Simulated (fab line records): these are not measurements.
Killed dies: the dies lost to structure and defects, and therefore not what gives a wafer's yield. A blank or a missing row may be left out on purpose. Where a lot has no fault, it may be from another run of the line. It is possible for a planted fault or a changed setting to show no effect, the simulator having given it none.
Chamber matching | flow sky130 | rieSi-02 running SKY_FIELD_ISO_ETCH_17: 4 sister chambers
The step etches Si in HBr/Cl2/O2, target depth 342 nm, time 97.7 s. 8 wafers are shown with their chamber, then 7 later ones without.

WAFERS WITH THEIR CHAMBER
wafer  | chamber | drypumpMotorCurrentA (A) | oesProductAu (a.u.)
L603.4 | 1       | 5.90                     | 0.992
L604.1 | 2       | 5.67                     | 1.007
L604.2 | 1       | 5.87                     | 0.983
L604.4 | 3       | 5.97                     | 0.994
L612.2 | 0       | 5.93                     | 1.013
L612.3 | 3       | 6.02                     | 0.988
L612.6 | 0       | 5.94                     | 1.016
L617.1 | 2       | 5.66                     | 1.008

WAFERS MISSING THEIR CHAMBER
wafer  | drypumpMotorCurrentA (A) | oesProductAu (a.u.)
L617.2 | 5.94                     | 0.994
L617.4 | 5.94                     | 1.017
L618.1 | 5.95                     | 1.026
L618.2 | 5.97                     | 1.003
L618.6 | 5.88                     | 0.989
L621.1 | 6.00                     | 0.984
L621.3 | 5.89                     | 0.997

CHAMBER TAKEN BY EACH
wafer  | from the rows above     | in truth
L617.2 | can't be placed: 3 or 1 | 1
L617.4 | 0                       | 0
L618.1 | 0                       | 0
L618.2 | can't be placed: 3 or 0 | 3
L618.6 | 1                       | 1
L621.1 | 3                       | 3
L621.3 | 1                       | 1
Placed correctly: 5 of 7. Can't be placed from these rows: 2 (the true chamber is among the candidates in 2). Number placed wrongly: 0.
How it was worked out, from the rows above alone: a wafer's distance from a chamber is the root of the sum, over the readings, of the square of ((its reading less the chamber's mean) divided by the reading's scatter). If the next closest chamber is less than 2 further off than the closest, the wafer can't be placed; otherwise it belongs to the closest. The mean given for a chamber averages the wafers shown for that chamber. The scatter is the square root of a quotient: the sum, over the shown wafers, of each reading's squared deviation from its chamber's mean, divided by wafers minus chambers.
